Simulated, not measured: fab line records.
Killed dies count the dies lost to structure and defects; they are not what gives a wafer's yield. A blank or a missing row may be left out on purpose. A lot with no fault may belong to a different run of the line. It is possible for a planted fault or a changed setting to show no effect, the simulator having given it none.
What tool caused it? ; flow gf180mcu ; 13 lots with 38 wafers sampled at 4 steps, on a route of 602 steps

WHAT THE GAUGES SHOWED, per wafer
GF_NSD_CD_MEAS_07 targets a cd of 400 nm.
lot;measured;on;cd-nm (nm)
L843;day 13 05:20;cd-sem-01;397.4 397.1 399.7
L844;day 13 16:34;cd-sem-01;401.2 401.5 403.3
L845;day 14 00:11;cd-sem-02;394.0 396.0 395.1
L856;day 18 08:27;cd-sem-02;411.0 400.5
L857;day 18 17:12;cd-sem-01;396.7 395.6 397.4
L858;day 18 17:59;cd-sem-02;398.6 397.6 395.7
L860;day 19 14:22;cd-sem-01;403.2 402.1 402.0
L861;day 19 14:54;cd-sem-02;398.0 398.7 398.0
L862;day 20 00:46;cd-sem-01;400.3 398.5 400.1
L863;day 20 09:32;cd-sem-01;402.3 398.9 400.7
L864;day 20 17:25;cd-sem-02;399.4 398.1 397.3
L865;day 21 06:26;cd-sem-01;398.0 398.1 398.4
L866;day 21 08:33;cd-sem-02;399.9 400.4 401.7

GF_M3_CD_MEAS_14 targets a cd of 280 nm.
lot;measured;on;cd-nm (nm)
L843;day 21 08:16;cd-sem-01;280.6 279.9 281.2
L844;day 21 18:56;cd-sem-01;280.2 279.7 279.3
L845;day 22 04:21;cd-sem-01;281.0 281.2 280.7
L856;day 26 11:32;cd-sem-01;277.5 278.7
L857;day 26 19:12;cd-sem-02;278.2 279.0 277.8
L858;day 26 19:23;cd-sem-02;280.5 280.1 279.3
L860;day 27 10:28;cd-sem-02;280.4 279.8 280.8
L861;day 27 12:46;cd-sem-01;280.7 281.4 280.5
L862;day 27 21:49;cd-sem-02;280.1 279.3 279.8
L863;day 28 04:00;cd-sem-01;280.4 280.4 279.9
L864;day 28 10:55;cd-sem-01;282.8 282.0 281.7
L865;day 28 19:39;cd-sem-01;282.3 282.4 283.1
L866;day 28 22:53;cd-sem-02;279.1 280.6 279.8

GF_V4_OVL_MEAS_15.
lot;measured;on;V4_OVL (nm)
L843;day 24 09:47;overlay-02;-4 -1 1
L844;day 24 19:00;overlay-01;-3 -4 -2
L845;day 25 03:41;overlay-02;-5 -8 1
L856;day 29 03:49;overlay-02;-2 -4
L857;day 29 10:20;overlay-01;-4 5 7
L858;day 29 10:34;overlay-02;-4 -2 -5
L860;day 30 01:51;overlay-02;13 13 12
L861;day 30 03:02;overlay-02;-11 -10 -11
L862;day 30 12:08;overlay-02;5 0 8
L863;day 30 17:04;overlay-02;-5 -8 -2
L864;day 30 23:41;overlay-01;-6 -2 -4
L865;day 31 08:31;overlay-02;-8 -3 -4
L866;day 31 09:31;overlay-01;4 1 0

WHAT TOOL EACH LOT RAN ON (gives the tool, then ch and the chambers of the sampled wafers, and finally the start)
lot;GF_NSD_DEVELOP_06
L843;litho-track-01 ch 0, day 13 05:11
L844;litho-track-03 ch 0, day 13 16:25
L845;litho-track-03 ch 0, day 14 00:02
L856;litho-track-01 ch 0, day 18 08:19
L857;litho-track-04 ch 0, day 18 17:03
L858;litho-track-03 ch 0, day 18 17:50
L860;litho-track-04 ch 0, day 19 14:13
L861;litho-track-03 ch 0, day 19 14:46
L862;litho-track-04 ch 0, day 20 00:37
L863;litho-track-03 ch 0, day 20 09:23
L864;litho-track-03 ch 0, day 20 17:16
L865;litho-track-03 ch 0, day 21 06:17
L866;litho-track-01 ch 0, day 21 08:25
- GF_NSD_DEVELOP_06: develop time 60 s.

AS READ BY THE TOOLS THEMSELVES (means over the sampled wafers that have a number; for cases with no such wafer, the mark the record gives instead)
The record holds no such reading with a usual standard deviation.

THE ANSWER, worked out from the rows above alone
Rule: usual is defined by the lots themselves. The widest of any qualifying gaps counts: lots, ordered by their means at a reading, are off when they make up no more than a third of the lots, leave a main group of 4 or more, and stand apart from it by 3 or more times the standard deviation of that group's means. The tables above print the reading to a certain number of digits; a main group whose means all agree to those digits is not used. Also off: a lot with no number at a reading for which 4 or more lots have one. All remaining lots with rows at the step are treated as sound. After the gauges, taken in route order, come the tools' own readings; for these a lot's mean is taken, as printed above. At the first step where some lot is off, the reading lying furthest off is the one used; lots without a number count as furthest.
None of the lots is off at any reading shown; this tells nothing.

WHAT HAD BEEN PUT IN BY THE SIMULATOR
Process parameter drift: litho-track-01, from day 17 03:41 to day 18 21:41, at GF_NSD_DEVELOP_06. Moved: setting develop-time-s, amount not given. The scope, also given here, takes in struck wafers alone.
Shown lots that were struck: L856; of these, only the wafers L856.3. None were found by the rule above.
